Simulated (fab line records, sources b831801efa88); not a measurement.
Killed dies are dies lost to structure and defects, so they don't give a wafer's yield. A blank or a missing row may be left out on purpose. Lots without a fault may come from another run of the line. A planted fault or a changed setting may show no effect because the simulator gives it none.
A struck lot beside a sound one | flow gf180mcu | 29 steps out of a route of 602
Sound: wafers L592.1, L592.5, L592.6. Struck: wafers L597.2, L597.4. (L597.5 of the same lot was not struck and is left out.) The cause comes at the end.
At each step with rows: each side's tool, then ch and its chambers, then its first start. Under that, the readings that differ: sound wafers | struck wafers | difference of the means | sigmas: that difference in standard deviations of wafers without a fault.
alike: readings whose means differ by less than 2 such deviations, and words and numbers that are the same on both sides. not compared: withheld readings, readings that some wafer has no value for, bounds like >300 that may hide the same value, and numbers for which the record gives no deviation and whose values overlap.
The two part at a step that has a row with sigmas, a row that says differs or no value, or rows on one side only. Numbers that don't overlap but have no deviation are shown without sigmas and don't part them. A reading that every wafer of one side lacks parts them only if that side has two wafers or more.

first, 4 steps without rows for these wafers: GF_V5_STRIP_19 (strips in post etch residue remover, time 1200 s); GF_V5_CLEAN_20 (cleans in DIW); GF_V5_SPUTTER_21 (material Ti, target thk 15 nm, time 80.02 s); GF_V5_SPUTTER_22 (material TiN, target thk 10 nm, time 40 s).
GF_V5_CVD_23: deposits W, target thk 350 nm, time 104.9 s.
  sound on cvd_w-02 ch 0,1, day 30 02:25; struck on cvd_w-02 ch 0,1, day 31 07:44
  alike: heater_power_outer_w, heater_power_w
GF_V5_RS_MEAS_24: measures by four-point-probe.
  sound on film_metro-01, day 30 02:31; struck on film_metro-01, day 31 07:52
  alike: V5_W_RS
GF_V5_THK_MEAS_25: measures by xrf.
  sound on film_metro-01, day 30 02:38; struck on film_metro-01, day 31 07:58
  alike: V5_W_THK
GF_V5_CMP_26: polishes, stops on SiO2, t overpolish 15 s, target thk 0 nm.
  sound on cmp-01 ch 1,2,3, day 30 02:51; struck on cmp-02 ch 1,2, day 31 08:01
  reading              | sound                | struck        | difference | sigmas
  overpolish_run_s (s) | 15.014 15.002 15.006 | 14.975 14.997 | -0.021     | -2
  alike: motor_current_A, platen_rpm, time_to_endpoint_s
then, 3 steps without rows for these wafers: GF_TOP_METAL_SPUTTER_00 (material Ti, target thk 37.5 nm, time 150 s); GF_TOP_METAL_SPUTTER_01 (material TiN, target thk 30 nm, time 25 s); GF_TOP_METAL_SPUTTER_02 (material AlCu, target thk 900 nm, time 47.82 s).
GF_TOP_METAL_SPUTTER_03: material Ti, target thk 5 nm, time 3.3 s.
  sound on pvd_sputter-04, day 30 03:11; struck on pvd_sputter-04, day 31 08:30
  alike: throttle_valve_pct
GF_TOP_METAL_SPUTTER_04: material TiN, target thk 25 nm, time 20.8 s.
  sound on pvd_sputter-04, day 30 03:12; struck on pvd_sputter-04, day 31 08:31
  reading                                       | sound            | struck      | difference | sigmas
  model.TiN_of_TOP_METAL_SPUTTER_04.thk_nm (nm) | 24.6 25.22 25.13 | 23.74 23.78 | -1.22      |
  alike: throttle_valve_pct
GF_TOP_METAL_RS_MEAS_05: measures by four-point-probe.
  sound on film_metro-04, day 30 03:13; struck on film_metro-03, day 31 08:34
  alike: TOP_METAL_ALCU_RS
GF_TOP_METAL_THK_MEAS_06: measures by xrf.
  sound on film_metro-04, day 30 03:20; struck on film_metro-03, day 31 08:40
  alike: TOP_METAL_ALCU_THK
then, 7 steps without rows for these wafers: GF_TOP_METAL_DEHYDRATE_07 (time 60 s); GF_TOP_METAL_HMDS_08 (prime time 60 s); GF_TOP_METAL_COAT_09 (resist thk 1500 nm); GF_TOP_METAL_SOFTBAKE_10 (time 60 s); GF_TOP_METAL_EXPOSE_11 (exposes mask MetalTop, target cd 440 nm); GF_TOP_METAL_PEB_12; GF_TOP_METAL_DEVELOP_13 (develop time 60 s).
GF_TOP_METAL_CD_MEAS_14: target cd 440 nm.
  sound on cd_sem-01, day 30 20:44; struck on cd_sem-01, day 32 01:28
  alike: cd_nm
GF_TOP_METAL_OVL_MEAS_15:
  sound on overlay-02, day 30 20:52; struck on overlay-02, day 32 01:34
  alike: TOP_METAL_OVL
GF_TOP_METAL_METAL_ETCH_16: etches the open film in Cl2/BCl3, stops on SiO2, target depth 1197 nm, time 199.5 s.
  sound on rie_metal-03 ch 0,1, day 30 20:53; struck on rie_metal-03 ch 0, day 32 01:36
  alike: drypump_motor_current_A, oes_product_au, throttle_valve_pct
  not compared: rf_hours_counter_h
GF_TOP_METAL_STRIP_17: strips in O2/N2.
  sound on plasma_asher-02 ch 0,1, day 30 21:05; struck on plasma_asher-02 ch 0, day 32 01:48
  alike: drypump_motor_current_A, heater_power_w, oes_product_au, platen_temp_c, strip_time_to_endpoint_s
  not compared: rf_hours_counter_h
GF_TOP_METAL_STRIP_18: strips in post etch residue remover, time 1200 s.
  sound on wet_bench-03 ch 0, day 30 21:11; struck on wet_bench-04 ch 3, day 32 01:54
  reading                                       | sound            | struck      | difference | sigmas
  model.TiN_of_TOP_METAL_SPUTTER_04.thk_nm (nm) | 24.17 24.78 24.7 | 23.32 23.36 | -1.21      |
then, 2 steps without rows for these wafers: GF_TOP_METAL_CLEAN_19 (cleans in DIW); GF_PASSIVATION_PROBE_99.

WHERE THEY PART
Only at GF_V5_CMP_26, within this record. Later steps at which nothing parts them and some readings are alike: GF_TOP_METAL_SPUTTER_03, GF_TOP_METAL_SPUTTER_04, GF_TOP_METAL_RS_MEAS_05, GF_TOP_METAL_THK_MEAS_06, GF_TOP_METAL_CD_MEAS_14, GF_TOP_METAL_OVL_MEAS_15, GF_TOP_METAL_METAL_ETCH_16, GF_TOP_METAL_STRIP_17.

WHY: what the simulator had put in
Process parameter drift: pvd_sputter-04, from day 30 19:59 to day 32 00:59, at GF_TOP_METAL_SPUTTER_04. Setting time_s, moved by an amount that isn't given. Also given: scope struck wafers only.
